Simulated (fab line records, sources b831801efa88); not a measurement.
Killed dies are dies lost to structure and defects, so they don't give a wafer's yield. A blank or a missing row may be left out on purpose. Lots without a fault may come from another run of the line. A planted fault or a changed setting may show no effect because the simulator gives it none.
A struck lot beside a sound one | flow gf180mcu | 22 steps out of a route of 602
Sound: wafers L206.2, L206.3, L206.5. Struck: wafers L219.2, L219.3, L219.5. The cause comes at the end.
At each step with rows: each side's tool, then ch and its chambers, then its first start. Under that, the readings that differ: sound wafers | struck wafers | difference of the means | sigmas: that difference in standard deviations of wafers without a fault.
alike: readings whose means differ by less than 2 such deviations, and words and numbers that are the same on both sides. not compared: withheld readings, readings that some wafer has no value for, bounds like >300 that may hide the same value, and numbers for which the record gives no deviation and whose values overlap.
The two part at a step that has a row with sigmas, a row that says differs or no value, or rows on one side only. Numbers that don't overlap but have no deviation are shown without sigmas and don't part them. A reading that every wafer of one side lacks parts them only if that side has two wafers or more.

first, 6 steps without rows for these wafers: GF_VT_IMPLANT_HMDS_12 (prime time 57.35 s); GF_VT_IMPLANT_COAT_13 (resist thk 1000 nm); GF_VT_IMPLANT_SOFTBAKE_14 (time 60 s); GF_VT_IMPLANT_EXPOSE_15 (exposes mask Nwell LV AREA, target cd 860 nm); GF_VT_IMPLANT_PEB_16; GF_VT_IMPLANT_DEVELOP_17 (develop time 60 s).
GF_VT_IMPLANT_OVL_MEAS_18:
  sound on overlay-02, day 6 10:41; struck on overlay-02, day 9 23:47
  alike: VT_IMPLANT_01_OVL
then, 1 step without rows for these wafers: GF_VT_IMPLANT_IMPLANT_19.
GF_VT_IMPLANT_STRIP_20: strips in O2/N2.
  sound on plasma_asher-03 ch 0,1, day 6 10:52; struck on plasma_asher-02 ch 0,1, day 9 23:58
  reading                      | sound             | struck            | difference | sigmas
  strip_time_to_endpoint_s (s) | 12.69 12.72 12.73 | 12.62 12.63 12.63 | -0.09      | -2
  alike: drypump_motor_current_A, heater_power_w, oes_product_au
  not compared: rf_hours_counter_h
GF_VT_IMPLANT_TW_MEAS_21:
  sound on film_metro-02, day 6 10:59; struck on film_metro-02, day 10 00:04
  reading         | sound          | struck         | difference | sigmas
  VT_IMPLANT_2_TW | 1227 1232 1233 | 1219 1217 1220 | -12        | -3
then, 2 steps without rows for these wafers: GF_VT_IMPLANT_DEHYDRATE_22 (time 60 s); GF_VT_IMPLANT_HMDS_23 (prime time 60 s).
GF_VT_IMPLANT_COAT_24: resist thk 1000 nm.
  sound on litho_track-03 ch 0, day 6 18:03; struck on litho_track-03 ch 0, day 10 08:51
  reading                                         | sound                | struck               | difference | sigmas
  spin_speed_rpm (rpm)                            | 2999.3 3001.7 2996.4 | 3444.8 3441.5 3441.7 | +443.5     | +99 or more
  model.NOVOLAK_of_VT_IMPLANT_COAT_24.thk_nm (nm) | 1005 1004 1002       | 933.7 934.5 935.9    | -69.0      |
  alike: chill_plate_temp_C
then, 3 steps without rows for these wafers: GF_VT_IMPLANT_SOFTBAKE_25 (time 60 s); GF_VT_IMPLANT_EXPOSE_26 (exposes mask LVPWELL HV AREA, target cd 860 nm); GF_VT_IMPLANT_PEB_27.
GF_VT_IMPLANT_DEVELOP_28: develop time 60 s.
  sound on litho_track-04 ch 0, day 7 02:12; struck on litho_track-04 ch 0, day 10 17:54
  reading                                         | sound          | struck            | difference | sigmas
  model.NOVOLAK_of_VT_IMPLANT_COAT_24.thk_nm (nm) | 1004 1004 1002 | 933.3 934.1 935.5 | -69.0      |
  alike: chill_plate_temp_C
GF_VT_IMPLANT_OVL_MEAS_29:
  sound on overlay-02, day 7 02:20; struck on overlay-01, day 10 18:02
  reading                | sound        | struck         | difference | sigmas
  VT_IMPLANT_02_OVL (nm) | 2.1 2.4 -1.0 | -2.1 -2.1 -2.9 | -3.5       | -3
then, 1 step without rows for these wafers: GF_VT_IMPLANT_IMPLANT_30.
GF_VT_IMPLANT_STRIP_31: strips in O2/N2.
  sound on plasma_asher-03 ch 0,1, day 7 02:31; struck on plasma_asher-02 ch 0,1, day 10 18:13
  reading                      | sound             | struck            | difference | sigmas
  strip_time_to_endpoint_s (s) | 12.67 12.68 12.65 | 11.85 11.87 11.90 | -0.79      | -23
  alike: drypump_motor_current_A, heater_power_w, oes_product_au
  not compared: rf_hours_counter_h
GF_VT_IMPLANT_TW_MEAS_32:
  sound on film_metro-02, day 7 02:37; struck on film_metro-03, day 10 18:19
  alike: VT_IMPLANT_3_TW
-- the record jumps here: 23 days lie between the struck wafers' starts before and after (it left off in module VT_IMPLANT and takes up again in module PASSIVATION, whose first step shown is number 602 of the route) --
GF_PASSIVATION_PROBE_99:
  the record has rows for the struck wafers here (prober-02, day 33 06:22) and none for the sound ones

WHERE THEY PART
First at GF_VT_IMPLANT_STRIP_20; last, within this record, at GF_PASSIVATION_PROBE_99.

WHY: what the simulator had put in
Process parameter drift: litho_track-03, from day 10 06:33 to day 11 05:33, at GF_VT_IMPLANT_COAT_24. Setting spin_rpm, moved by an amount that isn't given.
